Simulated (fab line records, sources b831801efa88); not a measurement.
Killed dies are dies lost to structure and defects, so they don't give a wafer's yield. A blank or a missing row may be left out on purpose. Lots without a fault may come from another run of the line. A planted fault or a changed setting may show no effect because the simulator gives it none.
fab line records | flow sfq_line
record lots=14 wafers=42 last_day=91
route steps=325 shown M4@161 I4@167 JJ@180
lots that met no fault: from a run of the same line without faults
start_h: hours from the record's first day to the start of the lot's first wafer shown | wait_h: hours since the lot's step before | " the same as in the row above | L1.1+2: a row that stands for several wafers | - no value, or no start given | * or withheld: withheld | < > ~ a bound
route shown NAME@n: a module of which the file shows steps, and the number in the route of the first | usual: mean/standard deviation of fault-free wafers | same: alike in all rows | chamber/n: place in a boat | sites: the reading at each site | _std_site: their standard deviation | _edge_site: outer sites' mean less inner sites' | radius_mm: how far each site lies from the wafer's centre | mask NAME#n: copy n | behind: the tool/chamber that last shaped the wafer | hold: why the lot was held/for how many hours/how that ended | device: the transistor (n, p or np) that didn't switch | end of line: the same wafers' tests at the end of the route | a step without rows: its recipe alone | killed: dies lost to structure and defects at the first sort, not the wafer's yield | map: a wafer's dies, x killed, . not, _ none there
set.NAME: the setting as run; set.NAME@STEP: as run at that earlier step | model.NAME: the simulator's own value behind a step, which no gauge read
steps of the route over a sample of lots; a table a step, a row a wafer
services: from which hour (start_h, from the record's first day; less than 0 if before it) a tool's chamber was out of use, for how many hours, and why
## steps
# step SFQ_TRILAYER_M4_STRIP_STRIP_097
# recipe gas=O2 power_w=200 platen_temp_c=40 overash_fraction=0.65 chemistry=O2 pressure_mtorr=50
# usual drypump_motor_current_A=5.86/0.24 oes_product_au=1.002/0.0081
# columns lot.wafer tool chamber start_h wait_h drypump_motor_current_A oes_product_au rf_hours_counter_h
L808.2 rie_metal-03 1 1054.14 0.4 5.74 0.981 -
L808.5 " 1 " " 5.72 0.999 -
L808.6 " 1 " " 5.77 0.996 -
L810.3 rie_metal-02 0 1056.40 0.2 5.47 1.005 -
L810.4 " 1 " " 6.32 1.009 -
L810.6 " 0 " " 5.47 0.997 -
L811.4 rie_metal-02 1 1059.01 0.3 6.29 1.005 -
L811.5 " 0 " " 5.48 1.011 -
L811.6 " 1 " " 6.29 1.005 -
L812.4 rie_metal-04 1 1072.08 0.2 6.17 1.002 -
L812.5 " 0 " " 5.79 1.004 -
L812.6 " 1 " " 6.17 1.003 -
L813.1 rie_metal-04 0 1079.70 0.2 5.79 1.013 133
L813.2 " 0 " " 5.79 1.016 -
L813.4 " 0 " " 5.82 1.005 -
L815.2 rie_metal-03 1 1086.20 0.4 5.75 1.010 -
L815.5 " 1 " " 5.75 0.999 -
L815.6 " 1 " " 5.75 0.997 -
L816.2 rie_metal-03 1 1100.53 0.1 5.73 0.995 105
L816.3 " 1 " " 5.74 0.997 -
L816.6 " 1 " " 5.72 0.985 -
L817.1 rie_metal-04 1 1106.40 0.1 6.14 1.004 99
L817.4 " 0 " " 5.76 0.995 -
L817.6 " 0 " " 5.77 0.994 -
L818.1 rie_metal-03 1 1114.98 0.1 5.71 0.996 107
L818.3 " 0 " " 5.91 0.996 -
L818.4 " 1 " " 5.72 1.005 -
L819.1 rie_metal-03 1 1123.38 0.1 5.73 1.006 108
L819.3 " 0 " " 5.89 1.000 -
L819.6 " 1 " " 5.73 1.006 -
L821.3 rie_metal-03 1 1142.60 0.2 5.76 1.011 -
L821.5 " 1 " " 5.74 0.996 -
L821.6 " 0 " " 5.90 0.995 -
L825.1 rie_metal-02 0 1297.46 0.1 5.47 1.003 97
L825.3 " 1 " " 6.32 1.022 -
L825.6 " 0 " " 5.46 1.008 -
L827.1 rie_metal-04 0 1331.45 0.1 5.81 0.997 21
L827.3 " 1 " " 6.17 0.995 -
L827.5 " 1 " " 6.15 1.010 -
L828.2 rie_metal-03 0 1345.98 0.1 5.91 0.994 36
L828.4 " 0 " " 5.88 0.989 -
L828.6 " 1 " " 5.75 1.005 -
# step SFQ_TRILAYER_I4_VIA_LITHO_COAT_108
# recipe resist=BARC spin_rpm=3000 resist_thk_nm=62
# usual chill_plate_temp_C=23.03/0.11
# columns lot.wafer tool chamber start_h wait_h chill_plate_temp_C
L808.2 litho_track-04 0 1061.59 0.8 23.01
L808.5 " 0 " " 22.97
L808.6 " 0 " " 23.06
L810.3 litho_track-02 0 1064.64 0.7 22.92
L810.4 " 0 " " 23.18
L810.6 " 0 " " 22.99
L811.4 litho_track-02 0 1070.69 0.6 22.90
L811.5 " 0 " " 22.87
L811.6 " 0 " " 23.17
L812.4 litho_track-02 0 1084.69 0.6 22.99
L812.5 " 0 " " 23.09
L812.6 " 0 " " 22.89
L813.1 litho_track-04 0 1091.54 1.0 22.96
L813.2 " 0 " " 22.91
L813.4 " 0 " " 23.04
L815.2 litho_track-03 0 1099.59 0.8 23.16
L815.5 " 0 " " 23.11
L815.6 " 0 " " 23.20
L816.2 litho_track-02 0 1112.59 0.8 22.98
L816.3 " 0 " " 22.84
L816.6 " 0 " " 22.96
L817.1 litho_track-03 0 1115.54 1.0 22.95
L817.4 " 0 " " 22.98
L817.6 " 0 " " 23.08
L818.1 litho_track-03 0 1129.91 1.0 22.88
L818.3 " 0 " " 22.92
L818.4 " 0 " " 22.96
L819.1 litho_track-04 0 1138.91 1.0 23.28
L819.3 " 0 " " 23.18
L819.6 " 0 " " 23.07
L821.3 litho_track-04 0 1160.01 0.7 22.92
L821.5 " 0 " " 23.04
L821.6 " 0 " " 22.94
L825.1 litho_track-03 0 1302.63 1.0 22.95
L825.3 " 0 " " 23.08
L825.6 " 0 " " 23.20
L827.1 litho_track-03 0 1336.63 1.0 23.06
L827.3 " 0 " " 23.09
L827.5 " 0 " " 23.19
L828.2 litho_track-03 0 1351.20 0.8 23.03
L828.4 " 0 " " 22.95
L828.6 " 0 " " 23.14
# step SFQ_TRILAYER_I4_VIA_BARC_OPEN_VIA_ETCH_146
# recipe mask_material=PR chemistry=O2 target_depth_nm=125 target=BARC source_w=500 bias_w=80 pressure_mtorr=30 time_s=41.7
# usual drypump_motor_current_A=5.8/0.41 oes_product_au=0.685/0.005
# columns lot.wafer tool chamber start_h wait_h drypump_motor_current_A oes_product_au rf_hours_counter_h
L808.2 rie_diel-02 2 1193.11 0.0 6.0 0.684 4
L808.5 " 1 " " 5.6 0.679 -
L808.6 " 2 " " 6.1 0.687 -
L810.3 rie_diel-01 0 1196.71 0.0 5.6 0.683 13
L810.4 " 2 " " 5.9 0.687 9
L810.6 " 3 " " 6.7 0.687 -
L811.4 rie_diel-03 1 1200.31 0.0 6.5 0.682 12
L811.5 " 2 " " 5.9 0.686 -
L811.6 " 1 " " 6.5 0.682 -
L812.4 rie_diel-02 0 1212.31 0.0 5.6 0.684 19
L812.5 " 1 " " 5.6 0.676 -
L812.6 " 2 " " 6.1 0.687 -
L813.1 rie_diel-02 3 1220.71 0.0 5.6 0.682 18
L813.2 " 1 " " 5.6 0.684 5
L813.4 " 2 " " 6.1 0.681 5
L815.2 rie_diel-01 3 1227.91 0.0 6.7 0.674 11
L815.5 " 3 " " 6.7 0.685 -
L815.6 " 2 " " 5.9 0.683 -
L816.2 rie_diel-01 0 1236.31 0.0 5.6 0.692 13
L816.3 " 1 " " 5.4 0.677 12
L816.6 " 3 " " 6.7 0.686 -
L817.1 rie_diel-02 1 1238.71 0.0 5.6 0.683 5
L817.4 " 2 " " 6.0 0.682 6
L817.6 " 2 " " 6.1 0.681 -
L818.1 rie_diel-02 1 1249.51 0.0 5.6 0.690 5
L818.3 " 3 " " 5.6 0.686 19
L818.4 " 2 " " 6.0 0.693 6
L819.1 rie_diel-02 0 1256.71 0.0 5.6 0.687 20
L819.3 " 3 " " 5.6 0.684 19
L819.6 " 3 " " 5.6 0.697 -
L821.3 rie_diel-02 1 1272.43 0.0 5.6 0.690 6
L821.5 " 0 " " 5.6 0.672 -
L821.6 " 3 " " 5.6 0.692 -
L825.1 rie_diel-01 0 1407.16 0.0 5.6 0.678 16
L825.3 " 3 " " 6.7 0.689 14
L825.6 " 3 " " 6.7 0.681 -
L827.1 rie_diel-02 3 1466.76 0.0 5.6 0.700 1
L827.3 " 1 " " 5.6 0.702 9
L827.5 " 0 " " 5.6 0.696 -
L828.2 rie_diel-03 1 1481.16 0.0 6.5 0.697 16
L828.4 " 0 " " 5.3 0.702 18
L828.6 " 2 " " 5.9 0.696 -
# step SFQ_TRILAYER_JJ_TRILAYER_DEP_SPUTTER_110
# recipe material=Al base_pressure_pa=1.33e-06 target_thk_nm=8 power_w=500 time_s=10 chamber_pressure_pa=0.4
# usual chamber_pressure_pa=0.3999/0.00078 throttle_valve_pct=30.4/0.97
# columns lot.wafer tool chamber start_h wait_h chamber_pressure_pa throttle_valve_pct
L808.2 pvd_sputter-04 - 1194.14 0.0 0.3977 30.9
L808.5 " - " " 0.4001 30.9
L808.6 " - " " 0.3995 31.0
L810.3 pvd_sputter-04 - 1197.74 0.0 0.4005 30.9
L810.4 " - " " 0.4000 29.2
L810.6 " - " " 0.3992 29.2
L811.4 pvd_sputter-03 - 1201.34 0.0 0.3993 28.7
L811.5 " - " " 0.3999 30.4
L811.6 " - " " 0.4006 31.3
L812.4 pvd_sputter-03 - 1213.34 0.0 0.3996 31.4
L812.5 " - " " 0.4006 31.0
L812.6 " - " " 0.4005 31.6
L813.1 pvd_sputter-04 - 1221.74 0.0 0.4001 30.8
L813.2 " - " " 0.4000 30.9
L813.4 " - " " 0.3989 30.9
L815.2 pvd_sputter-04 - 1228.94 0.0 0.4001 31.0
L815.5 " - " " 0.3992 30.8
L815.6 " - " " 0.3990 30.7
L816.2 pvd_sputter-04 - 1237.34 0.0 0.3993 29.5
L816.3 " - " " 0.4008 30.9
L816.6 " - " " 0.4009 31.0
L817.1 pvd_sputter-03 - 1239.74 0.0 0.4002 30.4
L817.4 " - " " 0.3994 28.9
L817.6 " - " " 0.3991 28.9
L818.1 pvd_sputter-05 - 1250.54 0.0 0.3989 28.4
L818.3 " - " " 0.4001 30.5
L818.4 " - " " 0.3996 30.9
L819.1 pvd_sputter-05 - 1257.75 0.0 0.4009 31.0
L819.3 " - " " 0.4003 28.3
L819.6 " - " " 0.4013 30.9
L821.3 pvd_sputter-05 - 1273.46 0.0 0.4004 28.4
L821.5 " - " " 0.4000 30.9
L821.6 " - " " 0.3999 31.2
L825.1 pvd_sputter-03 - 1408.19 0.0 0.4014 30.8
L825.3 " - " " 0.3992 28.6
L825.6 " - " " 0.4009 30.8
L827.1 pvd_sputter-05 - 1467.81 0.0 0.4010 31.0
L827.3 " - " " 0.4008 30.9
L827.5 " - " " 0.4011 30.7
L828.2 pvd_sputter-04 - 1482.19 0.0 0.4006 31.4
L828.4 " - " " 0.3992 29.2
L828.6 " - " " 0.3991 29.4
# step SFQ_JJ_OVL_MEAS_931
# usual J5_OVL=1/5.6
# columns lot.wafer tool chamber start_h wait_h J5_OVL[nm]
L808.2 overlay-01 - 1318.84 0.1 1
L808.5 " - " " -4
L808.6 " - " " 1
L810.3 overlay-01 - 1321.25 0.1 -3
L810.4 " - " " -4
L810.6 " - " " -5
L811.4 overlay-01 - 1322.46 0.1 0
L811.5 " - " " 1
L811.6 " - " " -4
L812.4 overlay-01 - 1323.66 0.1 3
L812.5 " - " " 2
L812.6 " - " " 4
L813.1 overlay-01 - 1324.84 0.1 3
L813.2 " - " " 2
L813.4 " - " " 0
L815.2 overlay-01 - 1327.24 0.1 8
L815.5 " - " " 9
L815.6 " - " " 15
L816.2 overlay-01 - 1328.44 0.1 -5
L816.3 " - " " -5
L816.6 " - " " -8
L817.1 overlay-01 - 1329.64 0.1 2
L817.4 " - " " 4
L817.6 " - " " 5
L818.1 overlay-01 - 1330.84 0.1 11
L818.3 " - " " 12
L818.4 " - " " 5
L819.1 overlay-01 - 1332.04 0.1 0
L819.3 " - " " 6
L819.6 " - " " -1
L821.3 overlay-01 - 1334.45 0.1 9
L821.5 " - " " 9
L821.6 " - " " 8
L825.1 overlay-02 - 1411.72 0.1 0
L825.3 " - " " -5
L825.6 " - " " -1
L827.1 overlay-01 - 1471.54 0.1 -4
L827.3 " - " " -3
L827.5 " - " " 0
L828.2 overlay-02 - 1490.71 4.2 0
L828.4 " - " " 7
L828.6 " - " " -2
## services
# columns tool chamber start_h hours kind
rie_metal-04 - 1038.78 0.9 repair
rie_metal-03 - 1045.41 0.5 repair
rie_diel-02 3 1045.49 34.7 repair
rie_diel-02 2 1072.22 6.4 repair
rie_diel-01 1 1116.41 9.3 repair
rie_diel-02 0 1118.78 8.1 repair
rie_diel-01 2 1121.71 2.2 repair
rie_metal-03 - 1127.90 1.1 repair
rie_diel-02 0 1148.75 2.4 repair
rie_diel-02 3 1167.78 4.5 repair
rie_metal-04 - 1183.46 2.8 pm
pvd_sputter-03 - 1185.53 2.1 repair
rie_diel-02 3 1242.27 2.4 repair
pvd_sputter-03 - 1246.08 3.9 repair
rie_metal-04 - 1271.19 2.3 repair
pvd_sputter-03 - 1285.59 9.6 repair
rie_diel-01 2 1289.25 14.8 repair
rie_metal-03 - 1332.52 0.1 repair
pvd_sputter-04 - 1335.63 0.8 repair
rie_diel-02 1 1341.66 3.0 repair
rie_diel-02 3 1372.66 1.5 repair
pvd_sputter-04 - 1405.97 4.9 repair
rie_diel-02 2 1466.08 7.7 repair
rie_diel-02 2 1477.50 7.4 repair
## key
first_sign step=SFQ_TRILAYER_I4_VIA_BARC_OPEN_VIA_ETCH_146 reading=oes_product_au direction=up sigmas=2.8 usual=0.685 struck=0.699
effect none on later readings
met_at SFQ_TRILAYER_I4_VIA_LITHO_COAT_108
struck_lots L827,L828
not_acting_at SFQ_TRILAYER_M4_STRIP_STRIP_097,SFQ_TRILAYER_JJ_TRILAYER_DEP_SPUTTER_110,SFQ_JJ_OVL_MEAS_931
onset_between 1302.63 1336.63
also_fits time
fault kind=process_parameter_drift tool=litho_track-03 chamber=- onset_h=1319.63 steps=SFQ_TRILAYER_I4_VIA_LITHO_COAT_108 channel=resist_thk_nm offset=2.3725 shape=step end_h=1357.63 acts_in=these_recipes_only stated=62
